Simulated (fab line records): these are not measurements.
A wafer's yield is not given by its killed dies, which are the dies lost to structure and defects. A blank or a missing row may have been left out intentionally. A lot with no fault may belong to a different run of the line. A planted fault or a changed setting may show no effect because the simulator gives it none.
A lot that was struck, set against a sound lot	flow sky130	15 out of 708 route steps
Sound: the wafers L682.2, L682.5, L682.6. Wafers L694.1, L694.2, L694.6 were the ones struck. The cause is given at the end.
At each step with rows: each side's tool, then ch and its chambers, then its first start. Under that, the readings that differ: sound wafers	struck wafers	difference of the means	sigmas: that difference in standard deviations of wafers without a fault.
alike: same words and numbers on both sides, and readings whose means sit less than 2 such deviations apart. not compared: any withheld reading, any reading some wafer has no value for, any bound like >300 that may hide the same value, and any number with overlapping values for which the record gives no deviation.
Wherever a step has rows on one side only, a row that says differs or no value, or a row with sigmas, the two part there. Non-overlapping numbers with no deviation appear without sigmas and do not part them. Lack of a reading on every wafer of one side parts them only where that side has two or more wafers.

SKY_VIA2_STRIP_16: strips in O2/N2.
  sound on plasmaAsher-04 ch 0,1, day 39 00:28; struck on plasmaAsher-02 ch 0,1, day 42 06:08
  alike: drypumpMotorCurrentA, oesProductAu, stripTimeToEndpointS
  not compared: rfHoursCounterH
then, 4 steps without rows for these wafers: SKY_VIA2_STRIP_17 (strips in post etch residue remover, time 1200 s); SKY_VIA2_CLEAN_18 (cleans in IPA, time 180 s); SKY_VIA2_CLEAN_19 (cleans in O3/DIW); SKY_VIA2_SPUTTER_20 (material TiN, target thk 20 nm, time 80 s).
SKY_VIA2_CVD_21: deposits W, target thk 420 nm, time 126.4 s.
  sound on cvdW-02 ch 0,1, day 39 01:07; struck on cvdW-01 ch 0,1, day 42 06:49
  alike: heaterPowerW
SKY_VIA2_RS_MEAS_22: a four-point-probe measurement.
  sound: filmMetro-04 at day 39 01:16; struck: filmMetro-03 at day 42 06:56
reading	sound	struck	difference	sigmas
VIA2_W_RS (ohm/sq)	0.277 0.276 0.274	0.272 0.268 0.265	-0.007	-2
SKY_VIA2_THK_MEAS_23: measures by xrf.
  sound: filmMetro-04 at day 39 01:23; struck: filmMetro-03 at day 42 07:04
reading	sound	struck	difference	sigmas
VIA2_W_THK (nm)	416 413 417	425 428 435	+14	+2
then, 1 step without rows for these wafers: SKY_VIA2_CMP_24 (polishes, stops on SiO2, t overpolish 20 s, target thk 0 nm).
SKY_METAL3_SPUTTER_00: material Ti, target thk 15 nm, time 10 s.
  sound: pvdSputter-03 at day 39 01:44; struck: pvdSputter-03 at day 42 09:41
  alike: throttleValvePct
SKY_METAL3_SPUTTER_01: material TiN, target thk 20 nm, time 16.7 s.
  sound: pvdSputter-03 at day 39 01:46; struck: pvdSputter-03 at day 42 09:43
  alike: throttleValvePct
SKY_METAL3_SPUTTER_02: material AlCu, target thk 735 nm, time 39.1 s.
  sound: pvdSputter-03 at day 39 01:47; struck: pvdSputter-03 at day 42 09:44
  alike: throttleValvePct
SKY_METAL3_SPUTTER_03: material Ti, target thk 5 nm, time 3.3 s.
  sound: pvdSputter-03 at day 39 01:49; struck: pvdSputter-03 at day 42 09:47
reading	sound	struck	difference	sigmas
model.Ti_of_METAL3_SPUTTER_03.thkNm (nm)	4.885 4.858 4.829	4.59 4.6 4.623	-0.25	
  alike: throttleValvePct
then, 1 step without rows for these wafers: SKY_METAL3_SPUTTER_04 (material TiN, target thk 70 nm, time 58.3 s).
-- the record jumps here: 8 days lie between the struck wafers' starts before and after (it left off in module METAL3 and takes up again in module PAD_OPEN, whose first step shown is number 708 of the route) --
SKY_PAD_OPEN_PROBE_99:
  rows exist in the record for the struck wafers here (prober-02, day 50 09:14), but not for the sound ones

WHERE THEY PART
Last at SKY_PAD_OPEN_PROBE_99 as far as this record goes, first at SKY_VIA2_RS_MEAS_22.

WHY: whatever the simulator had introduced
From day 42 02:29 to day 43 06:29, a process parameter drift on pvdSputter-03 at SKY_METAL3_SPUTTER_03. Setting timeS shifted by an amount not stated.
